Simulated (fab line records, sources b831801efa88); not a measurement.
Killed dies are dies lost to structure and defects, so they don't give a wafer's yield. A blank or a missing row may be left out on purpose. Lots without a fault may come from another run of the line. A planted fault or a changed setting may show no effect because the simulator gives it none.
fab line records | flow gf180mcu
record lots=5 wafers=15 last_day=34
route steps=602 shown M4@459 V4@476
lots that met no fault: from a run of the same line without faults
start_h: hours from the record's first day to the start of the lot's first wafer shown | wait_h: hours since the lot's step before | " the same as in the row above | L1.1+2: a row that stands for several wafers | - no value, or no start given | * or withheld: withheld | < > ~ a bound
route shown NAME@n: a module of which the file shows steps, and the number in the route of the first | usual: mean/standard deviation of fault-free wafers | same: alike in all rows | chamber/n: place in a boat | sites: the reading at each site | _std_site: their standard deviation | _edge_site: outer sites' mean less inner sites' | radius_mm: how far each site lies from the wafer's centre | mask NAME#n: copy n | behind: the tool/chamber that last shaped the wafer | hold: why the lot was held/for how many hours/how that ended | device: the transistor (n, p or np) that didn't switch | end of line: the same wafers' tests at the end of the route | a step without rows: its recipe alone | killed: dies lost to structure and defects at the first sort, not the wafer's yield | map: a wafer's dies, x killed, . not, _ none there
set.NAME: the setting as run; set.NAME@STEP: as run at that earlier step | model.NAME: the simulator's own value behind a step, which no gauge read
lots at some steps of the route; a table a step, a row a wafer
services: from which hour (start_h, from the record's first day; less than 0 if before it) a tool's chamber was out of use, for how many hours, and why
## steps
# step GF_M4_SPUTTER_03
# recipe material=Ti target_thk_nm=10 substrate_temp_c=300 chamber_pressure_pa=0.3 power_w=3000 time_s=6.7
# usual chamber_pressure_pa=0.2999/0.00067 throttle_valve_pct=30.1/1.1
# columns lot.wafer tool chamber start_h wait_h chamber_pressure_pa throttle_valve_pct
L075.1 pvd_sputter-02 - 523.85 0.0 0.2994 30.0
L075.2 " - " " 0.3001 31.1
L075.6 " - " " 0.3011 28.8
L077.2 pvd_sputter-02 - 560.17 0.0 0.2997 32.1
L077.3 " - " " 0.3000 31.0
L077.5 " - " " 0.2988 31.2
L083.2 pvd_sputter-02 - 607.52 0.0 0.2988 28.8
L083.5 " - " " 0.2994 29.8
L083.6 " - " " 0.2996 28.6
L089.3 pvd_sputter-02 - 636.22 0.0 0.3001 31.2
L089.4 " - " " 0.2990 32.2
L089.6 " - " " 0.2994 28.9
L097.3 pvd_sputter-03 - 697.00 0.0 0.2992 30.5
L097.5 " - " " 0.2988 28.8
L097.6 " - " " 0.3004 31.2
# step GF_M4_SPUTTER_04
# recipe material=TiN target_thk_nm=50 power_w=6500 time_s=41.7 chamber_pressure_pa=0.4
# usual chamber_pressure_pa=0.3999/0.00083 throttle_valve_pct=30.1/1.1
# columns lot.wafer tool chamber start_h wait_h chamber_pressure_pa throttle_valve_pct
L075.1 pvd_sputter-02 - 523.87 0.0 0.4001 29.9
L075.2 " - " " 0.3988 31.2
L075.6 " - " " 0.3997 29.2
L077.2 pvd_sputter-02 - 560.19 0.0 0.4003 32.1
L077.3 " - " " 0.4010 30.9
L077.5 " - " " 0.4007 30.8
L083.2 pvd_sputter-02 - 607.54 0.0 0.3998 29.0
L083.5 " - " " 0.4009 30.1
L083.6 " - " " 0.4000 28.7
L089.3 pvd_sputter-02 - 636.24 0.0 0.3997 31.0
L089.4 " - " " 0.3994 32.1
L089.6 " - " " 0.3986 28.9
L097.3 pvd_sputter-03 - 697.02 0.0 0.3990 30.4
L097.5 " - " " 0.4019 29.0
L097.6 " - " " 0.3995 31.2
# step GF_M4_RS_MEAS_05
# recipe thk_meas_gauge=four-point-probe reads=TiN_of_M4_SPUTTER_04+Ti_of_M4_SPUTTER_03+AlCu_of_M4_SPUTTER_02+TiN_of_M4_SPUTTER_01+Ti_of_M4_SPUTTER_00
# usual M4_ALCU_RS=0.0693/0.00051
# columns lot.wafer tool chamber start_h wait_h M4_ALCU_RS[ohm/sq]
L075.1 film_metro-02 - 523.91 0.0 0.0690
L075.2 " - " " 0.0687
L075.6 " - " " 0.0684
L077.2 film_metro-01 - 560.25 0.0 0.0690
L077.3 " - " " 0.0693
L077.5 " - " " 0.0689
L083.2 film_metro-02 - 607.60 0.0 0.0694
L083.5 " - " " 0.0689
L083.6 " - " " 0.0693
L089.3 film_metro-02 - 636.32 0.1 0.0691
L089.4 " - " " 0.0688
L089.6 " - " " 0.0688
L097.3 film_metro-03 - 697.10 0.1 0.0697
L097.5 " - " " 0.0695
L097.6 " - " " 0.0698
# step GF_M4_THK_MEAS_06
# recipe thk_meas_gauge=xrf reads=AlCu_of_M4_SPUTTER_02
# usual M4_ALCU_THK=453/4.4
# columns lot.wafer tool chamber start_h wait_h M4_ALCU_THK[nm]
L075.1 film_metro-02 - 524.03 0.1 455
L075.2 " - " " 454
L075.6 " - " " 459
L077.2 film_metro-01 - 560.36 0.1 451
L077.3 " - " " 448
L077.5 " - " " 452
L083.2 film_metro-02 - 607.71 0.1 452
L083.5 " - " " 456
L083.6 " - " " 455
L089.3 film_metro-02 - 636.42 0.1 459
L089.4 " - " " 463
L089.6 " - " " 461
L097.3 film_metro-03 - 697.20 0.1 448
L097.5 " - " " 447
L097.6 " - " " 446
# step GF_M4_DEHYDRATE_07
# recipe temp_c=200 time_s=60
# columns lot.wafer tool chamber start_h wait_h
L075.1+2+6 litho_track-01 0 534.30 10.3
L077.2+3+5 litho_track-01 0 569.57 9.2
L083.2+5+6 litho_track-01 0 616.17 8.5
L089.3+4+6 litho_track-04 0 646.90 10.5
L097.3+5+6 litho_track-04 0 705.80 8.6
# step GF_M4_HMDS_08
# recipe prime_time_s=60 prime_temp_c=120
# columns lot.wafer tool chamber start_h wait_h
L075.1+2+6 litho_track-01 0 534.45 0.1
L077.2+3+5 litho_track-01 0 569.72 0.1
L083.2+5+6 litho_track-01 0 616.32 0.1
L089.3+4+6 litho_track-04 0 647.05 0.1
L097.3+5+6 litho_track-04 0 705.95 0.1
# step GF_M4_COAT_09
# recipe resist=KrF spin_rpm=withheld resist_thk_nm=1000
# columns lot.wafer tool chamber start_h wait_h
L075.1+2+6 litho_track-01 0 534.60 0.1
L077.2+3+5 litho_track-01 0 569.87 0.1
L083.2+5+6 litho_track-01 0 616.47 0.1
L089.3+4+6 litho_track-04 0 647.20 0.1
L097.3+5+6 litho_track-04 0 706.10 0.1
# step GF_M4_SOFTBAKE_10
# recipe temp_c=130 time_s=60 resist=KrF
# columns lot.wafer tool chamber start_h wait_h
L075.1+2+6 litho_track-01 0 534.75 0.1
L077.2+3+5 litho_track-01 0 570.02 0.1
L083.2+5+6 litho_track-01 0 616.62 0.1
L089.3+4+6 litho_track-04 0 647.35 0.1
L097.3+5+6 litho_track-04 0 706.25 0.1
# step GF_M4_EXPOSE_11
# recipe mask_id=Metal4 target_cd_nm=280 na=0.68 source_shape=conventional sigma_outer=0.6 dose_mj=28
# usual exposure_dose_mJ_cm2=28.005/0.026
# columns lot.wafer tool chamber start_h wait_h mask exposure_dose_mJ_cm2
L075.1 krf_scanner-02 0 - - Metal4#0 27.987
L075.2 " 0 " " Metal4#0 27.987
L075.6 " 0 " " Metal4#0 28.009
L077.2 krf_scanner-01 0 - - Metal4#0 27.954
L077.3 " 0 " " Metal4#0 28.022
L077.5 " 0 " " Metal4#0 28.005
L083.2 krf_scanner-02 0 - - Metal4#0 27.977
L083.5 " 0 " " Metal4#0 27.978
L083.6 " 0 " " Metal4#0 28.002
L089.3 krf_scanner-02 0 - - Metal4#0 28.044
L089.4 " 0 " " Metal4#0 28.033
L089.6 " 0 " " Metal4#0 28.010
L097.3 krf_scanner-01 0 - - Metal4#0 28.014
L097.5 " 0 " " Metal4#0 28.068
L097.6 " 0 " " Metal4#0 28.011
# step GF_M4_PEB_12
# recipe peb_temp_c=135 peb_time_s=90 resist=KrF
# columns lot.wafer tool chamber start_h wait_h
L075.1+2+6 litho_track-04 0 - -
L077.2+3+5 litho_track-04 0 - -
L083.2+5+6 litho_track-02 0 - -
L089.3+4+6 litho_track-01 0 - -
L097.3+5+6 litho_track-02 0 - -
# step GF_M4_DEVELOP_13
# recipe develop_time_s=60 dev_temp_c=21
# columns lot.wafer tool chamber start_h wait_h
L075.1+2+6 litho_track-04 0 541.30 0.2
L077.2+3+5 litho_track-04 0 581.97 0.2
L083.2+5+6 litho_track-02 0 628.13 0.2
L089.3+4+6 litho_track-01 0 656.40 0.1
L097.3+5+6 litho_track-02 0 715.61 0.1
# step GF_M4_CD_MEAS_14
# recipe target_cd_nm=280
# usual cd_nm=279.7/1.4
# columns lot.wafer tool chamber start_h wait_h cd_nm
L075.1 cd_sem-02 - 544.28 3.0 278.7
L075.2 " - " " 279.5
L075.6 " - " " 278.5
L077.2 cd_sem-02 - 582.12 0.1 279.5
L077.3 " - " " 280.5
L077.5 " - " " 280.5
L083.2 cd_sem-02 - 628.28 0.1 278.8
L083.5 " - " " 277.7
L083.6 " - " " 278.3
L089.3 cd_sem-01 - 656.54 0.1 280.6
L089.4 " - " " 280.2
L089.6 " - " " 279.3
L097.3 cd_sem-01 - 715.86 0.2 278.1
L097.5 " - " " 279.2
L097.6 " - " " 278.8
# step GF_M4_OVL_MEAS_15
# usual M4_OVL=3/5.1
# columns lot.wafer tool chamber start_h wait_h M4_OVL[nm]
L075.1 overlay-01 - 544.40 0.1 -2
L075.2 " - " " 4
L075.6 " - " " 1
L077.2 overlay-01 - 582.22 0.1 -1
L077.3 " - " " 4
L077.5 " - " " 5
L083.2 overlay-02 - 628.38 0.1 5
L083.5 " - " " -1
L083.6 " - " " 3
L089.3 overlay-02 - 656.63 0.1 10
L089.4 " - " " 5
L089.6 " - " " -6
L097.3 overlay-01 - 715.95 0.1 1
L097.5 " - " " 5
L097.6 " - " " 9
# step GF_M4_METAL_ETCH_16
# recipe chemistry=Cl2/BCl3 mask_material=KrF target_depth_nm=750.8 stop_on=SiO2 pressure_mtorr=8 icp_w=800 bias_w=140 Cl2_flow_sccm=80 bcl3_flow_sccm=40 time_s=125.1
# usual bias_w=140.0/0.42 drypump_motor_current_A=5.72/0.14 oes_product_au=0.991/0.0054 throttle_valve_pct=28.229/0.0092
# columns lot.wafer tool chamber start_h wait_h bias_w drypump_motor_current_A oes_product_au rf_hours_counter_h throttle_valve_pct
L075.1 rie_metal-04 1 544.43 0.0 140.4 5.75 0.990 7 28.239
L075.2 " 0 " " 140.2 5.60 0.997 10 28.219
L075.6 " 1 " " 140.3 5.77 0.999 - 28.224
L077.2 rie_metal-02 0 582.25 0.0 139.9 5.77 0.993 9 28.231
L077.3 " 0 " " 140.1 5.78 0.990 - 28.240
L077.5 " 0 " " 140.6 5.79 0.998 - 28.212
L083.2 rie_metal-04 0 628.41 0.0 140.5 5.62 1.003 13 28.221
L083.5 " 1 " " 140.1 5.76 1.003 - 28.238
L083.6 " 0 " " 140.9 5.61 0.998 - 28.216
L089.3 rie_metal-01 1 656.70 0.1 139.4 5.68 0.993 - 28.233
L089.4 " 0 " " 139.9 5.43 0.986 - 28.231
L089.6 " 1 " " 140.4 5.67 0.990 - 28.224
L097.3 rie_metal-02 1 716.02 0.1 140.0 5.91 0.994 - 28.215
L097.5 " 0 " " 140.2 5.78 0.993 - 28.239
L097.6 " 1 " " 139.8 5.92 0.979 - 28.223
# step GF_M4_STRIP_17
# recipe chemistry=O2/N2 power_w=1400 pressure_mtorr=1500 platen_temp_c=250 o2_flow_sccm=3000 n2_flow_sccm=300 overash_fraction=0.5
# usual drypump_motor_current_A=5.9/0.47 heater_power_w=346/48 oes_product_au=0.537/0.0047 strip_time_to_endpoint_s=7.37/0.045
# same overash_fraction=0.5
# columns lot.wafer tool chamber start_h wait_h drypump_motor_current_A heater_power_w oes_product_au rf_hours_counter_h strip_time_to_endpoint_s
L075.1 plasma_asher-02 0 544.56 0.1 6.5 406 0.534 46 7.35
L075.2 " 1 " " 5.4 375 0.537 46 7.38
L075.6 " 0 " " 6.5 410 0.533 - 7.32
L077.2 plasma_asher-01 1 582.38 0.1 6.1 308 0.540 91 7.43
L077.3 " 0 " " 6.4 326 0.538 - 7.39
L077.5 " 0 " " 6.4 328 0.534 - 7.37
L083.2 plasma_asher-01 1 628.54 0.1 6.0 306 0.528 97 7.27
L083.5 " 0 " " 6.4 327 0.530 - 7.27
L083.6 " 1 " " 6.1 306 0.537 - 7.26
L089.3 plasma_asher-01 1 656.82 0.1 6.1 312 0.538 - 7.36
L089.4 " 0 " " 6.4 314 0.532 - 7.38
L089.6 " 1 " " 6.1 302 0.546 - 7.32
L097.3 plasma_asher-04 0 716.14 0.1 5.2 403 0.541 - 7.41
L097.5 " 0 " " 5.1 401 0.534 - 7.43
L097.6 " 1 " " 5.8 270 0.536 - 7.40
# step GF_M4_STRIP_18
# recipe chemistry=post_etch_residue_remover time_s=1200 temp_c=72.5
# usual bath_guard_temp_C=72.5/0.47
# columns lot.wafer tool chamber start_h wait_h bath_guard_temp_C
L075.1 wet_bench-02 0 544.66 0.1 72.6
L075.2 " 0 " " 72.2
L075.6 " 0 " " 72.1
L077.2 wet_bench-03 2 582.48 0.1 71.6
L077.3 " 2 " " 71.5
L077.5 " 2 " " 71.5
L083.2 wet_bench-03 0 628.64 0.1 72.7
L083.5 " 0 " " 72.8
L083.6 " 0 " " 72.5
L089.3 wet_bench-02 0 656.88 0.0 72.2
L089.4 " 0 " " 72.2
L089.6 " 0 " " 72.0
L097.3 wet_bench-03 0 716.20 0.0 72.5
L097.5 " 0 " " 72.1
L097.6 " 0 " " 72.5
# step GF_M4_CLEAN_19
# recipe chemistry=DIW dry=n2_spin
# columns lot.wafer tool chamber start_h wait_h
L075.1+2+6 wet_bench-02 2 545.00 0.0
L077.2+3+5 wet_bench-02 0 582.82 0.0
L083.2+5+6 wet_bench-01 3 628.99 0.0
L089.3+4+6 wet_bench-01 2 657.22 0.0
L097.3+5+6 wet_bench-01 3 716.57 0.0
# step GF_V4_CVD_00
# recipe material=SiO2 target_thk_nm=600 sigma_open_frac=0.3 temp_c=400 time_s=100 sih4_flow_sccm=60 pressure_mtorr=6
# columns lot.wafer tool chamber start_h wait_h
L075.1+2+6 hdpcvd-01 2,1,2 545.10 0.0
L077.2+3+5 hdpcvd-02 2,0,0 583.01 0.0
L083.2+5+6 hdpcvd-01 0,1,2 629.08 0.0
L089.3+4+6 hdpcvd-01 2,2,0 657.33 0.0
L097.3+5+6 hdpcvd-01 2,0,1 716.67 0.0
# step GF_V4_THK_MEAS_01
# recipe reads=SiO2_of_V4_CVD_00
# usual V4_CVD_00_THK=598/4.7
# columns lot.wafer tool chamber start_h wait_h V4_CVD_00_THK[nm]
L075.1 film_metro-01 - 545.17 0.0 601
L075.2 " - " " 603
L075.6 " - " " 600
L077.2 film_metro-03 - 583.09 0.0 604
L077.3 " - " " 598
L077.5 " - " " 599
L083.2 film_metro-04 - 629.16 0.0 594
L083.5 " - " " 593
L083.6 " - " " 587
L089.3 film_metro-01 - 657.43 0.1 600
L089.4 " - " " 597
L089.6 " - " " 599
L097.3 film_metro-03 - 716.76 0.1 599
L097.5 " - " " 596
L097.6 " - " " 590
# step GF_V4_CVD_02
# recipe material=SiO2 target_thk_nm=850 precursor=TEOS temp_c=400 time_s=94.851 rf_w=600
# usual heater_power_outer_w=357/73 heater_power_w=662/90
# columns lot.wafer tool chamber start_h wait_h heater_power_outer_w heater_power_w
L075.1 pecvd-03 1 545.23 0.1 455 676
L075.2 " 0 " " 385 690
L075.6 " 1 " " 466 717
L077.2 pecvd-04 1 583.14 0.0 331 689
L077.3 " 1 " " 345 705
L077.5 " 2 " " 391 718
L083.2 pecvd-01 0 629.21 0.0 318 565
L083.5 " 1 " " 515 878
L083.6 " 2 " " 318 623
L089.3 pecvd-04 1 657.47 0.0 284 595
L089.4 " 0 " " 319 617
L089.6 " 1 " " 308 651
L097.3 pecvd-01 0 716.83 0.1 413 697
L097.5 " 0 " " 311 557
L097.6 " 1 " " 388 725
# step GF_V4_THK_MEAS_03
# recipe reads=SiO2_of_V4_CVD_02
# usual V4_CVD_02_THK=846/11
# columns lot.wafer tool chamber start_h wait_h V4_CVD_02_THK[nm]
L075.1 film_metro-04 - 545.30 0.0 856
L075.2 " - " " 839
L075.6 " - " " 863
L077.2 film_metro-01 - 583.25 0.1 838
L077.3 " - " " 848
L077.5 " - " " 862
L083.2 film_metro-01 - 629.29 0.0 845
L083.5 " - " " 845
L083.6 " - " " 849
L089.3 film_metro-01 - 657.56 0.1 845
L089.4 " - " " 855
L089.6 " - " " 862
L097.3 film_metro-01 - 716.92 0.1 851
L097.5 " - " " 846
L097.6 " - " " 845
# step GF_V4_CMP_04
# recipe material=SiO2 down_force_psi=4 platen_rpm=60 pad_velocity_m_s=0.94248
# usual head_pressure_psi=4.000/0.0084 motor_current_A=12.2/0.7 time_to_endpoint_s=81/5.4
# columns lot.wafer tool chamber start_h wait_h head_pressure_psi motor_current_A time_to_endpoint_s
L075.1 cmp-01 1 545.58 0.3 4.009 12.4 88
L075.2 " 3 " " 4.001 11.4 78
L075.6 " 0 " " 4.011 11.7 88
L077.2 cmp-01 2 583.30 0.0 4.001 12.6 78
L077.3 " 3 " " 3.991 12.1 85
L077.5 " 2 " " 4.006 13.1 87
L083.2 cmp-01 2 629.44 0.1 4.015 12.6 78
L083.6 " 0 " " 3.993 11.9 83
L083.5 " 1 " " 4.001 11.6 79
L089.3 cmp-01 3 657.60 0.0 3.988 12.3 82
L089.4 " 2 " " 4.001 12.3 82
L089.6 " 3 " " 3.996 12.2 87
L097.3 cmp-02 2 717.11 0.2 4.005 13.0 82
L097.5 " 3 " " 4.005 12.4 76
L097.6 " 0 " " 4.005 14.2 77
# step GF_V4_BOW_MEAS_05
# recipe mode=bow
# usual V4_BOW=135/12
# columns lot.wafer tool chamber start_h wait_h V4_BOW[um]
L075.1 film_metro-03 - 545.83 0.2 138
L075.2 " - " " 145
L075.6 " - " " 140
L077.2 film_metro-03 - 583.62 0.3 122
L077.3 " - " " 123
L077.5 " - " " 118
L083.2 film_metro-01 - 629.66 0.2 145
L083.5 " - " " 142
L083.6 " - " " 141
L089.3 film_metro-04 - 657.94 0.3 126
L089.4 " - " " 120
L089.6 " - " " 140
L097.3 film_metro-03 - 717.30 0.1 140
L097.5 " - " " 127
L097.6 " - " " 131
# step GF_V4_DEHYDRATE_06
# recipe temp_c=200 time_s=60
# columns lot.wafer tool chamber start_h wait_h
L075.1+2+6 litho_track-03 0 557.41 11.6
L077.2+3+5 litho_track-02 0 592.18 8.5
L083.2+5+6 litho_track-02 0 637.58 7.9
L089.3+4+6 litho_track-03 0 668.36 10.4
L097.3+5+6 litho_track-02 0 724.91 7.6
# step GF_V4_HMDS_07
# recipe prime_time_s=60 prime_temp_c=120
# columns lot.wafer tool chamber start_h wait_h
L075.1+2+6 litho_track-03 0 557.56 0.1
L077.2+3+5 litho_track-02 0 592.33 0.1
L083.2+5+6 litho_track-02 0 637.73 0.1
L089.3+4+6 litho_track-03 0 668.51 0.1
L097.3+5+6 litho_track-02 0 725.06 0.1
# step GF_V4_COAT_08
# recipe resist=BARC temp_c=withheld time_s=withheld spin_rpm=withheld resist_thk_nm=withheld
# columns lot.wafer tool chamber start_h wait_h
L075.1+2+6 litho_track-03 0 557.71 0.1
L077.2+3+5 litho_track-02 0 592.48 0.1
L083.2+5+6 litho_track-02 0 637.88 0.1
L089.3+4+6 litho_track-03 0 668.66 0.1
L097.3+5+6 litho_track-02 0 725.21 0.1
# step GF_V4_COAT_09
# recipe resist=KrF spin_rpm=withheld resist_thk_nm=1000
# columns lot.wafer tool chamber start_h wait_h
L075.1+2+6 litho_track-03 0 - -
L077.2+3+5 litho_track-02 0 - -
L083.2+5+6 litho_track-02 0 - -
L089.3+4+6 litho_track-03 0 - -
L097.3+5+6 litho_track-02 0 - -
# step GF_V4_SOFTBAKE_10
# recipe temp_c=130 time_s=60 resist=KrF
# columns lot.wafer tool chamber start_h wait_h
L075.1+2+6 litho_track-03 0 - -
L077.2+3+5 litho_track-02 0 - -
L083.2+5+6 litho_track-02 0 - -
L089.3+4+6 litho_track-03 0 - -
L097.3+5+6 litho_track-02 0 - -
# step GF_V4_EXPOSE_11
# recipe mask_id=Via4 target_cd_nm=260 na=0.68 source_shape=conventional sigma_outer=0.6 dose_mj=38
# usual exposure_dose_mJ_cm2=38.01/0.036
# columns lot.wafer tool chamber start_h wait_h mask exposure_dose_mJ_cm2
L075.1 krf_scanner-02 0 - - Via4#0 37.99
L075.2 " 0 " " Via4#0 38.01
L075.6 " 0 " " Via4#0 37.94
L077.2 krf_scanner-01 0 - - Via4#0 38.00
L077.3 " 0 " " Via4#0 37.99
L077.5 " 0 " " Via4#0 38.02
L083.2 krf_scanner-02 0 - - Via4#0 37.96
L083.5 " 0 " " Via4#0 38.03
L083.6 " 0 " " Via4#0 38.01
L089.3 krf_scanner-02 0 - - Via4#0 38.03
L089.4 " 0 " " Via4#0 38.05
L089.6 " 0 " " Via4#0 38.04
L097.3 krf_scanner-02 0 - - Via4#0 38.07
L097.5 " 0 " " Via4#0 38.06
L097.6 " 0 " " Via4#0 37.98
# step GF_V4_PEB_12
# recipe peb_temp_c=135 peb_time_s=90 resist=KrF
# columns lot.wafer tool chamber start_h wait_h
L075.1+2+6 litho_track-01 0 - -
L077.2+3+5 litho_track-02 0 - -
L083.2+5+6 litho_track-02 0 - -
L089.3+4+6 litho_track-03 0 - -
L097.3+5+6 litho_track-03 0 - -
# step GF_V4_DEVELOP_13
# recipe develop_time_s=60 resist=KrF dev_temp_c=21
# columns lot.wafer tool chamber start_h wait_h
L075.1+2+6 litho_track-01 0 567.55 0.2
L077.2+3+5 litho_track-02 0 604.08 0.2
L083.2+5+6 litho_track-02 0 649.23 0.2
L089.3+4+6 litho_track-03 0 677.71 0.1
L097.3+5+6 litho_track-03 0 734.90 0.1
# step GF_V4_CD_MEAS_14
# recipe target_cd_nm=260
# usual cd_nm=260.1/1.2
# columns lot.wafer tool chamber start_h wait_h cd_nm
L075.1 cd_sem-02 - 567.70 0.1 257.3
L075.2 " - " " 258.4
L075.6 " - " " 258.6
L077.2 cd_sem-02 - 604.23 0.1 259.6
L077.3 " - " " 260.2
L077.5 " - " " 260.0
L083.2 cd_sem-01 - 649.38 0.1 260.2
L083.5 " - " " 261.0
L083.6 " - " " 260.6
L089.3 cd_sem-02 - 677.85 0.1 260.1
L089.4 " - " " 261.6
L089.6 " - " " 259.1
L097.3 cd_sem-01 - 735.04 0.1 259.4
L097.5 " - " " 259.8
L097.6 " - " " 260.3
# step GF_V4_OVL_MEAS_15
# usual V4_OVL=3/4.5
# columns lot.wafer tool chamber start_h wait_h V4_OVL[nm]
L075.1 overlay-02 - 567.82 0.1 -1
L075.2 " - " " -5
L075.6 " - " " -2
L077.2 overlay-01 - 604.34 0.1 1
L077.3 " - " " 0
L077.5 " - " " 3
L083.2 overlay-02 - 649.48 0.1 1
L083.5 " - " " 2
L083.6 " - " " 7
L089.3 overlay-01 - 677.94 0.1 4
L089.4 " - " " -7
L089.6 " - " " 2
L097.3 overlay-01 - 735.14 0.1 2
L097.5 " - " " 5
L097.6 " - " " 5
# step GF_V4_ETCH_16
# recipe chemistry=N2/H2 target_depth_a=withheld overetch_a=withheld time_s=withheld target=BARC ion_energy_ev=200 source_w=500 bias_w=100 pressure_mtorr=30 n2_flow_sccm=100 h2_flow_sccm=200
# usual bias_w=99.99/0.27 drypump_motor_current_A=5.8/0.46 oes_product_au=0.854/0.0042 throttle_valve_pct=13.224/0.0094
# columns lot.wafer tool chamber start_h wait_h bias_w drypump_motor_current_A oes_product_au throttle_valve_pct
L075.1 rie_diel-04 0 567.85 0.0 99.84 6.1 0.860 13.223
L075.2 " 3 " " 100.47 6.0 0.858 13.215
L075.6 " 1 " " 100.13 4.9 0.855 13.237
L077.2 rie_diel-03 3 604.37 0.0 100.23 6.0 0.848 13.218
L077.3 " 2 " " 100.26 5.2 0.854 13.222
L077.5 " 0 " " 99.93 5.9 0.845 13.213
L083.2 rie_diel-03 0 649.51 0.0 100.08 6.0 0.850 13.230
L083.5 " 0 " " 99.81 5.9 0.847 13.218
L083.6 " 3 " " 99.62 6.0 0.846 13.219
L089.3 rie_diel-02 0 677.96 0.0 100.09 5.8 0.854 13.221
L089.4 " 2 " " 99.65 5.9 0.856 13.206
L089.6 " 0 " " 100.45 5.9 0.858 13.231
L097.3 rie_diel-03 3 735.16 0.0 99.75 5.9 0.857 13.226
L097.5 " 0 " " 99.90 6.0 0.853 13.231
L097.6 " 3 " " 99.53 5.9 0.850 13.217
# step GF_V4_ETCH_17
# recipe chemistry=C4F8/O2/Ar mask_material=KrF target=SiO2 stop_on=TiN source_w=1500 bias_w=1200 pressure_mtorr=40 c4f8_flow_sccm=withheld O2_flow_sccm=6 Ar_flow_sccm=300 time_s=withheld target_depth_a=6300
# usual bias_w=1199/3.5 oes_product_au=0.857/0.0041
# columns lot.wafer tool chamber start_h wait_h bias_w oes_product_au
L075.1 rie_diel-04 0 - - 1200 0.854
L075.2 " 3 " " 1201 0.862
L075.6 " 1 " " 1203 0.853
L077.2 rie_diel-03 3 - - 1197 0.855
L077.3 " 2 " " 1201 0.852
L077.5 " 0 " " 1203 0.859
L083.2 rie_diel-03 0 - - 1203 0.854
L083.5 " 0 " " 1202 0.856
L083.6 " 3 " " 1193 0.853
L089.3 rie_diel-02 0 - - 1199 0.849
L089.4 " 2 " " 1199 0.857
L089.6 " 0 " " 1197 0.857
L097.3 rie_diel-03 3 - - 1200 0.853
L097.5 " 0 " " 1209 0.854
L097.6 " 3 " " 1201 0.854
# step GF_V4_STRIP_18
# recipe chemistry=O2/N2 power_w=1400 pressure_mtorr=1500 platen_temp_c=250 o2_flow_sccm=3000 n2_flow_sccm=300 overash_fraction=0.5
# usual drypump_motor_current_A=5.9/0.42 heater_power_w=341/38 oes_product_au=0.591/0.0049
# same overash_fraction=0.5
# columns lot.wafer tool chamber start_h wait_h drypump_motor_current_A heater_power_w oes_product_au rf_hours_counter_h
L075.1 plasma_asher-03 0 567.98 - 5.4 296 0.595 82
L075.2 " 1 " " 5.8 348 0.597 82
L075.6 " 0 " " 5.4 301 0.592 -
L077.2 plasma_asher-02 0 604.49 - 6.4 409 0.585 54
L077.3 " 0 " " 6.4 412 0.591 -
L077.5 " 1 " " 5.4 370 0.585 -
L083.2 plasma_asher-01 1 649.64 - 6.1 314 0.591 99
L083.5 " 0 " " 6.4 326 0.587 -
L083.6 " 1 " " 6.1 312 0.584 -
L089.3 plasma_asher-03 1 678.12 - 5.8 359 0.584 -
L089.4 " 0 " " 5.4 298 0.592 -
L089.6 " 1 " " 5.8 353 0.596 -
L097.3 plasma_asher-03 1 735.32 - 5.8 355 0.598 -
L097.5 " 1 " " 5.8 349 0.594 -
L097.6 " 0 " " 5.4 289 0.591 -
# step GF_V4_STRIP_19
# recipe chemistry=post_etch_residue_remover time_s=1200 temp_c=72.5
# usual bath_guard_temp_C=72.6/0.35
# columns lot.wafer tool chamber start_h wait_h bath_guard_temp_C
L075.1 wet_bench-04 3 568.08 0.1 72.6
L075.2 " 3 " " 72.6
L075.6 " 3 " " 72.1
L077.2 wet_bench-02 2 604.59 0.1 72.8
L077.3 " 2 " " 72.6
L077.5 " 2 " " 72.9
L083.2 wet_bench-02 2 649.74 0.1 72.5
L083.5 " 2 " " 72.8
L083.6 " 2 " " 72.7
L089.3 wet_bench-02 1 678.19 0.0 73.0
L089.4 " 1 " " 72.9
L089.6 " 1 " " 72.8
L097.3 wet_bench-02 2 735.39 0.0 72.8
L097.5 " 2 " " 72.8
L097.6 " 2 " " 72.8
# step GF_V4_CLEAN_20
# recipe chemistry=DIW dry=n2_spin
# columns lot.wafer tool chamber start_h wait_h
L075.1+2+6 wet_bench-01 2 568.43 0.0
L077.2+3+5 wet_bench-04 3 604.94 0.0
L083.2+5+6 wet_bench-02 0 650.09 0.0
L089.3+4+6 wet_bench-02 3 678.60 0.0
L097.3+5+6 wet_bench-01 2 735.73 0.0
# step GF_V4_SPUTTER_21
# recipe material=Ti target_thk_nm=15 chamber_pressure_pa=5 power_w=2500 substrate_temp_c=200 time_s=80.02
# usual chamber_pressure_pa=4.999/0.0098 throttle_valve_pct=29.7/0.89
# columns lot.wafer tool chamber start_h wait_h chamber_pressure_pa throttle_valve_pct
L075.1 pvd_sputter-04 - 568.52 0.0 5.016 30.8
L075.2 " - " " 4.991 30.6
L075.6 " - " " 4.997 29.7
L077.2 pvd_sputter-04 - 605.04 0.0 4.998 30.5
L077.3 " - " " 4.995 29.8
L077.5 " - " " 5.000 29.9
L083.2 pvd_sputter-01 - 650.18 0.0 4.989 29.2
L083.5 " - " " 5.008 30.8
L083.6 " - " " 4.998 29.1
L089.3 pvd_sputter-03 - 678.71 0.0 5.012 30.6
L089.4 " - " " 4.991 31.1
L089.6 " - " " 4.998 28.6
L097.3 pvd_sputter-03 - 735.82 0.0 4.972 28.0
L097.5 " - " " 4.988 28.8
L097.6 " - " " 5.005 31.2
## services
# columns tool chamber start_h hours kind
krf_scanner-01 - 508.68 1.3 pm
krf_scanner-01 - 527.43 0.7 repair
cmp-01 - 532.11 0.3 repair
krf_scanner-01 - 533.04 0.8 pm
cmp-01 - 534.36 5.0 pm
pvd_sputter-03 - 537.34 0.5 repair
plasma_asher-01 - 540.52 10.0 repair
plasma_asher-03 - 548.91 4.3 pm
krf_scanner-02 - 560.71 1.9 repair
hdpcvd-01 - 565.11 0.3 repair
cmp-01 - 572.00 4.0 pm
krf_scanner-02 - 580.48 1.3 pm
plasma_asher-03 - 581.57 5.9 repair
krf_scanner-01 - 582.10 4.0 pm
rie_diel-03 - 587.27 2.8 pm
krf_scanner-02 - 617.17 0.8 pm
krf_scanner-01 - 633.93 1.1 repair
krf_scanner-02 - 654.99 1.0 pm
krf_scanner-01 - 659.36 1.0 pm
wet_bench-03 - 671.70 1.7 repair
rie_diel-03 0 675.65 3.6 repair
plasma_asher-01 - 723.18 28.1 pm
hdpcvd-01 - 727.16 2.8 pm
krf_scanner-02 - 731.69 1.1 repair
## key
fault none
